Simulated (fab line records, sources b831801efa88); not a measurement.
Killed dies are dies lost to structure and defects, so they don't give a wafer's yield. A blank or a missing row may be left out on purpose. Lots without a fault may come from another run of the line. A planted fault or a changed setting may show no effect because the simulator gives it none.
Split-lot experiment | flow gf180mcu | 5 lots, 21 wafers read, on a route of 602 steps

THE SPLIT
At GF_M4_COAT_09 (resist thk 1000 nm), the setting resist_thk_nm was moved away from the recipe's 1000 nm on 7 of the 21 wafers read, by -5.5% to +4.6%. The other wafers ran this setting at the recipe's value.

The file shows no step between the split and the reading.

THE READING
KrF_of_M4_COAT_09.thk_nm (the simulator's own value, which no gauge read), in nm, at GF_M4_METAL_ETCH_16 (etches the open film in Cl2/BCl3, stops on SiO2, target depth 627.5 nm, time 104.6 s). The file gives no usual value for it. The 14 wafers here that ran the recipe average 731.7 nm, standard deviation 7.7 nm.

wafer  | tool, chamber at the split | resist_thk_nm as run, nm | against the recipe | KrF_of_M4_COAT_09.thk_nm, nm | against lot-mates on the recipe
L075.1 | litho_track-03, 0          | 1000                     | recipe             | 728.4                        | -
L075.2 | litho_track-03, 0          | 983.1                    | -1.7%              | 717.2                        | -12.9
L075.3 | litho_track-03, 0          | 983.1                    | -1.7%              | 715.6                        | -14.5
L075.4 | litho_track-03, 0          | 1000                     | recipe             | 730                          | -
L075.5 | litho_track-03, 0          | 1000                     | recipe             | 732                          | -
L076.2 | litho_track-04, 0          | 1046                     | +4.6%              | 780.1                        | +40.4
L076.3 | litho_track-04, 0          | 1046                     | +4.6%              | 783.4                        | +43.7
L076.4 | litho_track-04, 0          | 1000                     | recipe             | 742.2                        | -
L076.5 | litho_track-04, 0          | 1000                     | recipe             | 738.3                        | -
L076.6 | litho_track-04, 0          | 1000                     | recipe             | 738.6                        | -
L082.1 | litho_track-01, 0          | 1026                     | +2.6%              | 769.7                        | +36.4
L082.4 | litho_track-01, 0          | 1000                     | recipe             | 742.1                        | -
L082.5 | litho_track-01, 0          | 1000                     | recipe             | 724.5                        | -
L083.1 | litho_track-03, 0          | 1000                     | recipe             | 720.8                        | -
L083.2 | litho_track-03, 0          | 1000                     | recipe             | 735.1                        | -
L083.3 | litho_track-03, 0          | 945.1                    | -5.5%              | 679.3                        | -44.3
L083.6 | litho_track-03, 0          | 945.1                    | -5.5%              | 679.3                        | -44.3
L083.4 | litho_track-03, 0          | 1000                     | recipe             | 714.8                        | -
L084.2 | litho_track-01, 0          | 1000                     | recipe             | 728.8                        | -
L084.3 | litho_track-01, 0          | 1000                     | recipe             | 736.7                        | -
L084.5 | litho_track-01, 0          | 1000                     | recipe             | 732.1                        | -

THE FIT
A straight line over all 21 wafers: KrF_of_M4_COAT_09.thk_nm changes by +10.3 nm for each +1% of resist_thk_nm; r = +0.96; the points scatter about the line by 7.2 nm.
The same after taking each lot's own level away (the mean of its wafers on the recipe; 21 wafers): +8.84 nm for each +1%; r = +0.97; scatter 5.7 nm.
On that fit, the largest move of resist_thk_nm shifts the reading by 49 nm.
The lots' own levels span 723.57 to 739.70 nm, that is 2.1 times the standard deviation above.
So the lot-to-lot level changes the slope: the two fits differ.
Check: with one of the wafers moved furthest among these (-5.5%) left out of the fit, the line predicts -48.5 nm for it against its lot-mates. It came out at -44.3 nm against them.

OTHER SPLITS ON THESE WAFERS
These wafers also went through other splits before the reading. Each is held against what the fit with the lots' levels taken away leaves over:
other split on the same wafers | wafers away from the commonest value | r with KrF_of_M4_COAT_09.thk_nm (lot level and that fit taken away)
GF_V1_PEB_12 peb_time_s        | 3                                    | -0.23
GF_V1_CVD_23 pressure_torr     | 13                                   | +0.22
GF_M2_EXPOSE_11 dose_mj        | 10                                   | -0.09
GF_V2_COAT_09 resist_thk_nm    | 6                                    | -0.27
GF_V2_DEVELOP_13 dev_temp_c    | 9                                    | -0.25
GF_V2_SPUTTER_22 time_s        | 7                                    | +0.16
GF_M3_SPUTTER_04 time_s        | 5                                    | +0.31
GF_V3_SPUTTER_21 time_s        | 7                                    | +0.00
GF_M4_SPUTTER_01 time_s        | 2                                    | +0.13

THE WHOLE CHAIN: every reading that the file lists as answering this split, in the file's order
step                | what it does                                                                         | reading                                                                   | change (the file's fit)              | r (the file's)
GF_M4_COAT_09       | resist thk 1000 nm                                                                   | KrF_of_M4_COAT_09.thk_nm (the simulator's own value, which no gauge read) | +9.83 nm for each +1% of the setting | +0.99
GF_M4_METAL_ETCH_16 | etches the open film in Cl2/BCl3, stops on SiO2, target depth 627.5 nm, time 104.6 s | KrF_of_M4_COAT_09.thk_nm (the simulator's own value, which no gauge read) | +8.84 nm for each +1% of the setting | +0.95
GF_M4_STRIP_17      | strips in O2/N2                                                                      | strip_time_to_endpoint_s                                                  | withheld for each +1% of the setting | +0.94

THE FILE'S OWN FIT
KrF_of_M4_COAT_09.thk_nm changes by +8.84 nm for each +1% of resist_thk_nm, r = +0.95.
